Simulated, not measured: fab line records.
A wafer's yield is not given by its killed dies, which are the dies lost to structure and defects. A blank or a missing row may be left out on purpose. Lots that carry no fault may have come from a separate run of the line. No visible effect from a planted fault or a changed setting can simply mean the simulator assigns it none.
fab line records -- flow sky130
record lots=7, wafers=21, last_day=50
route steps=708 shown LI_CONTACT@382 LOCAL_INTERCONNECT@387 PAD_OPEN@708
lots that met no fault: from a run of the same line without faults
start_h: hours from the record's opening day to when the first of the lot's shown wafers began -- wait_h: hours elapsed since this lot's preceding step -- " unchanged from the row above -- L1.1+2: a single row standing in for several wafers -- - no value, or no start given -- * or withheld: withheld -- < > ~ a bound
route shown NAME@n: NAME is a module with steps in the file, n the number in the route of the first one -- usual: average and standard deviation across the fault-free wafers -- same: alike in all rows -- chamber/n: place in a boat -- sites: per-site readings -- _std_site: standard deviation across them -- _edge_site: the outer-site mean with the inner-site mean subtracted -- radius_mm: for every site, how far away it sits from the centre of the wafer -- mask NAME#n: copy n -- behind: the tool/chamber that last shaped the wafer -- hold: what put the lot on hold/how long, in hours/how the hold closed -- device: the n, p or np transistor that did not switch -- end of line: the tests these same wafers got at the end of their route -- a step given without rows: its recipe and nothing more -- killed: count of dies lost to structure and defects at first sort (not the wafer's yield) -- map: the dies of a wafer, with x for killed, . for not killed, _ for no die there
set.NAME: setting as actually run; set.NAME@STEP: the setting as run at that earlier step -- model.NAME: the simulator's own value behind a step, which no gauge read
lots seen at some steps along the route; tables by step, rows by wafer
services: when a tool's chamber went out of use (start_h, in hours from the record's first day, below 0 if earlier), for how many hours, and the reason
## steps
# step SKY_LI_CONTACT_SPUTTER_20
# recipe material=TiN, target_thk_nm=20, chamber_pressure_pa=5, power_w=4000, time_s=80
# usual throttle_valve_pct=30.3/1.1
lot.wafer,tool,chamber,start_h,wait_h,throttle_valve_pct
L950.3,pvd_sputter-03,-,680.17,0.0,29.8
L950.5,pvd_sputter-03,-,680.17,0.0,29.7
L950.6,pvd_sputter-03,-,680.17,0.0,29.8
L955.3,pvd_sputter-01,-,728.76,0.0,31.1
L955.4,pvd_sputter-01,-,728.76,0.0,30.5
L955.6,pvd_sputter-01,-,728.76,0.0,29.5
L957.3,pvd_sputter-04,-,746.88,0.0,29.3
L957.4,pvd_sputter-04,-,746.88,0.0,31.6
L957.5,pvd_sputter-04,-,746.88,0.0,28.9
L958.1,pvd_sputter-03,-,752.00,0.0,28.9
L958.4,pvd_sputter-03,-,752.00,0.0,29.8
L958.6,pvd_sputter-03,-,752.00,0.0,29.2
L967.2,pvd_sputter-03,-,818.04,0.0,29.4
L967.5,pvd_sputter-03,-,818.04,0.0,29.7
L967.6,pvd_sputter-03,-,818.04,0.0,29.9
L969.2,pvd_sputter-04,-,834.35,0.0,31.7
L969.4,pvd_sputter-04,-,834.35,0.0,28.9
L969.5,pvd_sputter-04,-,834.35,0.0,29.0
L972.1,pvd_sputter-04,-,856.98,0.0,31.8
L972.3,pvd_sputter-04,-,856.98,0.0,32.3
L972.5,pvd_sputter-04,-,856.98,0.0,32.4
# step SKY_LI_CONTACT_CVD_21
# recipe material=W, target_thk_nm=400, time_s=120.56, temp_c=400, pressure_torr=40
# usual heater_power_w=839/64
lot.wafer,tool,chamber,start_h,wait_h,heater_power_w
L950.3,cvd_w-01,1,680.27,0.1,760
L950.5,cvd_w-01,0,680.27,0.1,799
L950.6,cvd_w-01,1,680.27,0.1,777
L955.3,cvd_w-01,0,728.87,0.1,788
L955.4,cvd_w-01,1,728.87,0.1,755
L955.6,cvd_w-01,1,728.87,0.1,759
L957.3,cvd_w-01,0,746.98,0.1,814
L957.4,cvd_w-01,1,746.98,0.1,770
L957.5,cvd_w-01,1,746.98,0.1,769
L958.1,cvd_w-02,1,752.06,0.0,856
L958.4,cvd_w-02,1,752.06,0.0,847
L958.6,cvd_w-02,1,752.06,0.0,855
L967.2,cvd_w-02,1,818.10,0.0,858
L967.5,cvd_w-02,1,818.10,0.0,871
L967.6,cvd_w-02,0,818.10,0.0,927
L969.2,cvd_w-02,0,834.46,0.1,943
L969.4,cvd_w-02,0,834.46,0.1,935
L969.5,cvd_w-02,0,834.46,0.1,924
L972.1,cvd_w-01,0,857.04,0.0,813
L972.3,cvd_w-01,0,857.04,0.0,819
L972.5,cvd_w-01,1,857.04,0.0,770
# step SKY_LI_CONTACT_RS_MEAS_22
# recipe thk_meas_gauge=four-point-probe, reads=W_of_LI_CONTACT_CVD_21+TiN_of_LI_CONTACT_SPUTTER_20+Ti_of_LI_CONTACT_SPUTTER_19
# usual LI_CONTACT_W_RS=0.286/0.0041
lot.wafer,tool,chamber,start_h,wait_h,LI_CONTACT_W_RS[ohm/sq]
L950.3,film_metro-04,-,680.40,0.1,0.285
L950.5,film_metro-04,-,680.40,0.1,0.286
L950.6,film_metro-04,-,680.40,0.1,0.283
L955.3,film_metro-04,-,728.99,0.1,0.290
L955.4,film_metro-04,-,728.99,0.1,0.289
L955.6,film_metro-04,-,728.99,0.1,0.292
L957.3,film_metro-02,-,747.10,0.1,0.286
L957.4,film_metro-02,-,747.10,0.1,0.290
L957.5,film_metro-02,-,747.10,0.1,0.291
L958.1,film_metro-01,-,752.19,0.1,0.281
L958.4,film_metro-01,-,752.19,0.1,0.282
L958.6,film_metro-01,-,752.19,0.1,0.281
L967.2,film_metro-04,-,818.25,0.1,0.279
L967.5,film_metro-04,-,818.25,0.1,0.277
L967.6,film_metro-04,-,818.25,0.1,0.290
L969.2,film_metro-02,-,834.69,0.2,0.289
L969.4,film_metro-02,-,834.69,0.2,0.288
L969.5,film_metro-02,-,834.69,0.2,0.288
L972.1,film_metro-01,-,857.16,0.1,0.287
L972.3,film_metro-01,-,857.16,0.1,0.287
L972.5,film_metro-01,-,857.16,0.1,0.290
# step SKY_LI_CONTACT_THK_MEAS_23
# recipe thk_meas_gauge=xrf, reads=W_of_LI_CONTACT_CVD_21
# usual LI_CONTACT_W_THK=407/7.1
lot.wafer,tool,chamber,start_h,wait_h,LI_CONTACT_W_THK[nm]
L950.3,film_metro-04,-,680.50,0.1,405
L950.5,film_metro-04,-,680.50,0.1,404
L950.6,film_metro-04,-,680.50,0.1,405
L955.3,film_metro-04,-,729.09,0.1,395
L955.4,film_metro-04,-,729.09,0.1,396
L955.6,film_metro-04,-,729.09,0.1,391
L957.3,film_metro-02,-,747.20,0.1,407
L957.4,film_metro-02,-,747.20,0.1,401
L957.5,film_metro-02,-,747.20,0.1,397
L958.1,film_metro-01,-,752.31,0.1,415
L958.4,film_metro-01,-,752.31,0.1,408
L958.6,film_metro-01,-,752.31,0.1,414
L967.2,film_metro-04,-,818.36,0.1,415
L967.5,film_metro-04,-,818.36,0.1,416
L967.6,film_metro-04,-,818.36,0.1,396
L969.2,film_metro-02,-,834.80,0.1,412
L969.4,film_metro-02,-,834.80,0.1,410
L969.5,film_metro-02,-,834.80,0.1,413
L972.1,film_metro-01,-,857.28,0.1,400
L972.3,film_metro-01,-,857.28,0.1,402
L972.5,film_metro-01,-,857.28,0.1,396
# step SKY_LI_CONTACT_CMP_24
# recipe stop_on=PSG, t_overpolish_s=20, down_force_psi=3.5, platen_rpm=60, target_thk_nm=0, pad_velocity_m_s=0.94248
# usual motor_current_A=11.2/0.94, overpolish_run_s=19.999/0.0095, time_to_endpoint_s=95/3.8
# same t_overpolish_s=20
lot.wafer,tool,chamber,start_h,wait_h,motor_current_A,overpolish_run_s,time_to_endpoint_s
L950.3,cmp-02,2,680.64,0.1,9.8,20.003,97
L950.6,cmp-02,0,680.64,0.1,10.5,19.981,97
L950.5,cmp-02,1,680.64,0.1,10.8,19.985,96
L955.4,cmp-02,2,729.13,0.0,9.6,20.005,101
L955.3,cmp-02,0,729.13,0.0,10.2,20.009,94
L955.6,cmp-02,2,729.13,0.0,9.9,20.003,99
L957.4,cmp-01,1,747.28,0.1,12.6,20.004,88
L957.3,cmp-01,3,747.28,0.1,12.0,19.990,89
L957.5,cmp-01,1,747.28,0.1,12.0,19.995,86
L958.1,cmp-02,3,752.37,0.1,11.2,19.982,104
L958.4,cmp-02,1,752.37,0.1,10.7,19.980,97
L958.6,cmp-02,3,752.37,0.1,11.6,19.994,101
L967.2,cmp-02,0,818.51,0.1,9.6,19.991,99
L967.6,cmp-02,2,818.51,0.1,9.2,20.009,98
L967.5,cmp-02,3,818.51,0.1,11.0,20.006,103
L969.4,cmp-01,1,834.90,0.1,12.2,20.011,93
L969.2,cmp-01,3,834.90,0.1,11.5,19.995,94
L969.5,cmp-01,0,834.90,0.1,12.2,19.999,94
L972.1,cmp-02,3,857.44,0.1,10.3,20.008,99
L972.3,cmp-02,0,857.44,0.1,10.5,19.992,102
L972.5,cmp-02,1,857.44,0.1,10.9,19.991,94
# step SKY_LOCAL_INTERCONNECT_SPUTTER_00
# recipe material=TiN, target_thk_nm=100, temp_c=300, power_w=6500, time_s=83.3, chamber_pressure_pa=0.4
# usual throttle_valve_pct=30.4/1.1
lot.wafer,tool,chamber,start_h,wait_h,throttle_valve_pct
L950.3,pvd_sputter-04,-,680.84,0.1,29.2
L950.5,pvd_sputter-04,-,680.84,0.1,29.1
L950.6,pvd_sputter-04,-,680.84,0.1,32.4
L955.3,pvd_sputter-04,-,729.43,0.1,31.7
L955.4,pvd_sputter-04,-,729.43,0.1,29.4
L955.6,pvd_sputter-04,-,729.43,0.1,28.9
L957.3,pvd_sputter-02,-,747.58,0.1,29.5
L957.4,pvd_sputter-02,-,747.58,0.1,31.1
L957.5,pvd_sputter-02,-,747.58,0.1,31.1
L958.1,pvd_sputter-01,-,752.67,0.2,29.4
L958.4,pvd_sputter-01,-,752.67,0.2,31.0
L958.6,pvd_sputter-01,-,752.67,0.2,30.5
L967.2,pvd_sputter-02,-,818.71,0.1,29.0
L967.5,pvd_sputter-02,-,818.71,0.1,30.0
L967.6,pvd_sputter-02,-,818.71,0.1,28.9
L969.2,pvd_sputter-02,-,835.15,0.1,29.8
L969.4,pvd_sputter-02,-,835.15,0.1,29.2
L969.5,pvd_sputter-02,-,835.15,0.1,29.3
L972.1,pvd_sputter-01,-,857.64,0.1,29.5
L972.3,pvd_sputter-01,-,857.64,0.1,30.5
L972.5,pvd_sputter-01,-,857.64,0.1,29.8
# step SKY_LOCAL_INTERCONNECT_RS_MEAS_01
# recipe thk_meas_gauge=four-point-probe, reads=TiN_of_LOCAL_INTERCONNECT_SPUTTER_00
# usual LOCAL_INTERCONNECT_TIN_RS=14.08/0.12
lot.wafer,tool,chamber,start_h,wait_h,LOCAL_INTERCONNECT_TIN_RS[ohm/sq]
L950.3,film_metro-04,-,680.94,0.1,13.94
L950.5,film_metro-04,-,680.94,0.1,13.93
L950.6,film_metro-04,-,680.94,0.1,13.90
L955.3,film_metro-01,-,729.53,0.1,14.04
L955.4,film_metro-01,-,729.53,0.1,14.01
L955.6,film_metro-01,-,729.53,0.1,14.08
L957.3,film_metro-04,-,747.68,0.1,14.01
L957.4,film_metro-04,-,747.68,0.1,14.03
L957.5,film_metro-04,-,747.68,0.1,13.94
L958.1,film_metro-03,-,752.73,0.0,13.99
L958.4,film_metro-03,-,752.73,0.0,13.98
L958.6,film_metro-03,-,752.73,0.0,13.88
L967.2,film_metro-04,-,818.79,0.1,14.13
L967.5,film_metro-04,-,818.79,0.1,14.26
L967.6,film_metro-04,-,818.79,0.1,14.01
L969.2,film_metro-04,-,835.23,0.1,14.27
L969.4,film_metro-04,-,835.23,0.1,14.19
L969.5,film_metro-04,-,835.23,0.1,14.20
L972.1,film_metro-03,-,857.71,0.0,14.03
L972.3,film_metro-03,-,857.71,0.0,14.20
L972.5,film_metro-03,-,857.71,0.0,14.11
# step SKY_LOCAL_INTERCONNECT_THK_MEAS_02
# recipe thk_meas_gauge=xrf, reads=TiN_of_LOCAL_INTERCONNECT_SPUTTER_00
# usual LOCAL_INTERCONNECT_TIN_THK=101.0/0.89
lot.wafer,tool,chamber,start_h,wait_h,LOCAL_INTERCONNECT_TIN_THK[nm]
L950.3,film_metro-04,-,681.04,0.1,102.1
L950.5,film_metro-04,-,681.04,0.1,102.2
L950.6,film_metro-04,-,681.04,0.1,102.2
L955.3,film_metro-01,-,729.63,0.1,101.6
L955.4,film_metro-01,-,729.63,0.1,101.1
L955.6,film_metro-01,-,729.63,0.1,101.6
L957.3,film_metro-04,-,747.78,0.1,101.7
L957.4,film_metro-04,-,747.78,0.1,102.3
L957.5,film_metro-04,-,747.78,0.1,102.5
L958.1,film_metro-03,-,752.85,0.1,101.4
L958.4,film_metro-03,-,752.85,0.1,101.7
L958.6,film_metro-03,-,752.85,0.1,102.5
L967.2,film_metro-04,-,818.90,0.1,100.4
L967.5,film_metro-04,-,818.90,0.1,99.6
L967.6,film_metro-04,-,818.90,0.1,101.0
L969.2,film_metro-04,-,835.34,0.1,99.3
L969.4,film_metro-04,-,835.34,0.1,100.3
L969.5,film_metro-04,-,835.34,0.1,100.1
L972.1,film_metro-03,-,857.83,0.1,101.8
L972.3,film_metro-03,-,857.83,0.1,100.4
L972.5,film_metro-03,-,857.83,0.1,101.1
# step SKY_LOCAL_INTERCONNECT_DEHYDRATE_03
# recipe temp_c=200, time_s=60
# step SKY_LOCAL_INTERCONNECT_HMDS_04
# recipe prime_time_s=60, prime_temp_c=120
# step SKY_LOCAL_INTERCONNECT_COAT_05
# recipe resist=BARC, temp_c=withheld, time_s=withheld, spin_rpm=3000, resist_thk_nm=60
# step SKY_LOCAL_INTERCONNECT_COAT_06
# recipe resist=KrF-thick, spin_rpm=3000, resist_thk_nm=450
# step SKY_LOCAL_INTERCONNECT_SOFTBAKE_07
# recipe temp_c=100, time_s=90, resist=KrF-thick
# usual exhaust_pa=44.9/0.92, heater_power_total_W=57.36/0.11, run_length_s=119.22/0.18
lot.wafer,tool,chamber,start_h,wait_h,exhaust_pa,heater_power_total_W,run_length_s
L950.3,litho_track-01,0,694,-,45.0,57.22,119.30
L950.5,litho_track-01,0,694,-,45.9,57.35,119.34
L950.6,litho_track-01,0,694,-,43.7,57.40,119.44
L955.3,litho_track-01,0,743,-,43.5,57.25,141.16
L955.4,litho_track-01,0,743,-,45.5,57.52,141.15
L955.6,litho_track-01,0,743,-,44.0,57.54,141.10
L957.3,litho_track-01,0,761,-,46.3,57.39,141.02
L957.4,litho_track-01,0,761,-,45.2,57.49,141.08
L957.5,litho_track-01,0,761,-,44.5,57.24,141.02
L958.1,litho_track-01,0,766,-,45.4,57.13,141.27
L958.4,litho_track-01,0,766,-,45.2,57.48,140.91
L958.6,litho_track-01,0,766,-,46.6,57.45,141.04
L967.2,litho_track-01,0,831,-,45.0,57.30,119.27
L967.5,litho_track-01,0,832,-,43.9,57.33,119.45
L967.6,litho_track-01,0,832,-,46.5,57.25,119.20
L969.2,litho_track-03,0,848,-,44.7,57.28,119.49
L969.4,litho_track-03,0,848,-,44.2,57.33,119.37
L969.5,litho_track-03,0,848,-,44.9,57.26,119.08
L972.1,litho_track-02,0,871,-,44.4,57.19,119.18
L972.3,litho_track-02,0,871,-,45.6,57.46,118.96
L972.5,litho_track-02,0,871,-,44.9,57.26,119.10
# step SKY_LOCAL_INTERCONNECT_EXPOSE_08
# recipe mask_id=LI1M, na=0.8, source_shape=annular, sigma_inner=0.55, sigma_outer=0.85, target_cd_nm=170, dose_mj=28
# step SKY_PAD_OPEN_PROBE_99
# usual killed_at_M0_to_M3=43/6.5, killed_at_M4_up=3.2/1.8, killed_at_contacts=24/5.2, killed_at_front_end=15/4, killed_at_other=0.4/0.69, killed_dies=86/8.7, killed_open=47/7, killed_short=39/5.7
# same gross_dies=492, killed_at_back_side=0
lot.wafer,tool,chamber,start_h,wait_h,killed_at_M0_to_M3,killed_at_M4_up,killed_at_contacts,killed_at_front_end,killed_at_other,killed_dies,killed_open,killed_short
L950.3,prober-01,-,1077.96,0.2,46,3,24,17,0,90,43,46
L950.5,prober-01,-,1078.06,0.2,37,5,25,14,0,81,48,32
L950.6,prober-01,-,1078.11,0.2,44,2,22,13,0,81,40,40
L955.3,prober-02,-,1113.31,0.2,45,5,26,9,1,86,50,36
L955.4,prober-02,-,1113.36,0.2,37,3,20,18,2,80,43,35
L955.6,prober-02,-,1113.46,0.2,49,4,25,15,0,93,48,44
L957.3,prober-02,-,1126.62,0.2,43,2,23,20,1,89,56,32
L957.4,prober-02,-,1126.67,0.2,46,3,27,20,3,99,60,37
L957.5,prober-02,-,1126.72,0.2,53,9,16,15,2,95,51,42
L958.1,prober-01,-,1130.43,0.1,63,7,19,14,0,103,59,44
L958.4,prober-01,-,1130.58,0.2,43,3,23,17,0,86,48,38
L958.6,prober-01,-,1130.68,0.2,47,2,27,13,1,90,49,41
L967.2,prober-02,-,1174.62,0.1,43,6,20,17,0,86,42,44
L967.5,prober-02,-,1174.77,0.2,53,5,23,16,0,97,59,38
L967.6,prober-02,-,1174.82,0.2,43,2,22,14,0,81,46,35
# killed by level:class
L950.3 CONTACT:geometric_particle:open=10 VIA1:geometric_particle:open=8 VIA1:geometric_particle:short=7 METAL2:geometric_particle:short=6 VIA2:geometric_particle:short=6 VIA3:geometric_particle:open=6 FIELD_ISO:geometric_particle:open=5 POLY_GATE:geometric_particle:short=5
L950.5 VIA2:geometric_particle:open=9 LI_CONTACT:geometric_particle:open=8 CONTACT:geometric_particle:open=8 FIELD_ISO:geometric_particle:open=6 VIA1:geometric_particle:open=6 VIA3:geometric_particle:open=5 FIELD_ISO:geometric_particle:short=4 CONTACT:geometric_particle:short=4
L950.6 VIA1:geometric_particle:open=8 CONTACT:geometric_particle:open=7 METAL2:geometric_particle:short=7 VIA2:geometric_particle:short=7 LI_CONTACT:geometric_particle:open=6 CONTACT:geometric_particle:short=4 METAL1:geometric_particle:short=4 VIA2:geometric_particle:open=4
L955.3 VIA1:geometric_particle:open=17 CONTACT:geometric_particle:open=9 LI_CONTACT:geometric_particle:open=7 VIA2:geometric_particle:open=6 CONTACT:geometric_particle:short=5 VIA3:geometric_particle:short=5 VIA1:geometric_particle:short=4 METAL2:geometric_particle:short=4
L955.4 VIA3:geometric_particle:open=11 METAL1:geometric_particle:short=7 VIA1:geometric_particle:open=7 CONTACT:geometric_particle:open=6 FIELD_ISO:geometric_particle:short=5 POLY_GATE:geometric_particle:open=5 LOCAL_INTERCONNECT:geometric_particle:short=5 FIELD_ISO:geometric_particle:open=4
L955.6 LI_CONTACT:geometric_particle:open=8 VIA2:geometric_particle:open=8 VIA1:geometric_particle:open=7 VIA3:geometric_particle:open=7 LOCAL_INTERCONNECT:geometric_particle:short=6 VIA2:geometric_particle:short=6 POLY_GATE:geometric_particle:open=4 CONTACT:geometric_particle:short=4
L957.3 CONTACT:geometric_particle:open=10 VIA1:geometric_particle:open=10 METAL1:geometric_particle:short=9 FIELD_ISO:geometric_particle:short=7 LI_CONTACT:geometric_particle:open=7 VIA3:geometric_particle:open=7 FIELD_ISO:geometric_particle:open=6 VIA2:geometric_particle:open=5
L957.4 LI_CONTACT:geometric_particle:open=12 CONTACT:geometric_particle:open=9 VIA3:geometric_particle:open=9 VIA1:geometric_particle:open=8 VIA2:geometric_particle:open=7 POLY_GATE:geometric_particle:open=6 METAL1:geometric_particle:short=6 METAL2:geometric_particle:short=6
L957.5 VIA1:geometric_particle:open=18 VIA1:geometric_particle:short=8 METAL4:geometric_particle:short=7 FIELD_ISO:geometric_particle:short=6 LI_CONTACT:geometric_particle:open=6 CONTACT:geometric_particle:open=6 VIA2:geometric_particle:open=6 METAL2:geometric_particle:short=5
L958.1 VIA1:geometric_particle:open=19 VIA2:geometric_particle:open=10 VIA3:geometric_particle:open=6 VIA1:geometric_particle:short=6 METAL2:geometric_particle:short=6 FIELD_ISO:geometric_particle:open=4 POLY_GATE:geometric_particle:short=4 METAL4:geometric_particle:short=4
L958.4 VIA2:geometric_particle:open=9 CONTACT:geometric_particle:open=8 VIA1:geometric_particle:short=7 VIA1:geometric_particle:open=7 VIA3:geometric_particle:open=6 LI_CONTACT:geometric_particle:open=5 FIELD_ISO:geometric_particle:open=4 POLY_GATE:geometric_particle:open=4
L958.6 LI_CONTACT:geometric_particle:open=12 VIA1:geometric_particle:open=9 VIA3:geometric_particle:open=8 VIA1:geometric_particle:short=7 METAL2:geometric_particle:short=6 CONTACT:geometric_particle:short=6 CONTACT:geometric_particle:open=6 FIELD_ISO:geometric_particle:short=5
L967.2 VIA2:geometric_particle:open=12 POLY_GATE:geometric_particle:open=7 METAL1:geometric_particle:short=7 CONTACT:geometric_particle:open=6 LI_CONTACT:geometric_particle:short=5 VIA1:geometric_particle:short=5 VIA3:geometric_particle:short=5 FIELD_ISO:geometric_particle:short=4
L967.5 VIA1:geometric_particle:open=12 VIA2:geometric_particle:open=12 CONTACT:geometric_particle:open=9 VIA3:geometric_particle:open=7 VIA1:geometric_particle:short=7 METAL2:geometric_particle:short=6 POLY_GATE:geometric_particle:open=5 POLY_GATE:geometric_particle:short=5
L967.6 VIA1:geometric_particle:open=11 CONTACT:geometric_particle:open=8 LI_CONTACT:geometric_particle:open=6 VIA3:geometric_particle:open=6 VIA2:geometric_particle:open=6 METAL1:geometric_particle:short=5 FIELD_ISO:geometric_particle:short=4 LI_CONTACT:geometric_particle:short=4
## services
tool,chamber,start_h,hours,kind
pvd_sputter-02,-,726.87,1.1,repair
cmp-01,-,727.88,1.6,repair
cmp-02,-,744.00,4.0,pm
cmp-02,-,748.00,-,consumable_replace:conditioner
cmp-02,-,748.00,-,consumable_replace:pad
pvd_sputter-02,-,769.38,2.1,repair
litho_track-02,-,772.45,-,consumable_replace:filter
cvd_w-02,-,780.67,6.9,pm
cmp-02,-,781.12,2.5,repair
cmp-02,-,791.38,7.0,pm
cmp-01,-,807.81,5.0,pm
cmp-01,-,813.17,1.7,repair
cvd_w-02,1,824.18,12.7,repair
cmp-02,-,829.14,5.0,repair
pvd_sputter-04,-,834.45,0.6,repair
pvd_sputter-04,-,837.07,1.5,repair
cvd_w-01,1,863.24,12.1,repair
cmp-02,-,864.64,1.4,repair
## key
first_sign step=SKY_LOCAL_INTERCONNECT_SOFTBAKE_07, reading=run_length_s, direction=up, sigmas=99+, usual=*, struck=*
effect none on later readings
met_at SKY_LOCAL_INTERCONNECT_SOFTBAKE_07
struck_wafers L955.3,L955.4,L955.6,L957.3,L957.4,L957.5,L958.1,L958.4,L958.6
tester_left_out L955,L957,L958
onset_between 694 743
fault kind=process_parameter_drift, tool=litho_track-01, chamber=-, onset_h=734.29, steps=SKY_LOCAL_INTERCONNECT_SOFTBAKE_07, channel=time_s, offset=*, shape=step, end_h=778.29, acts_in=*, stated=*
# tester_left_out: of these lots the tester's yield and bins aren't shown, on N5 and GAA mostly nor the transistor test; their killed dies are dies lost to structure and defects alone, not to doping, threshold or leakage, so they don't give the yield
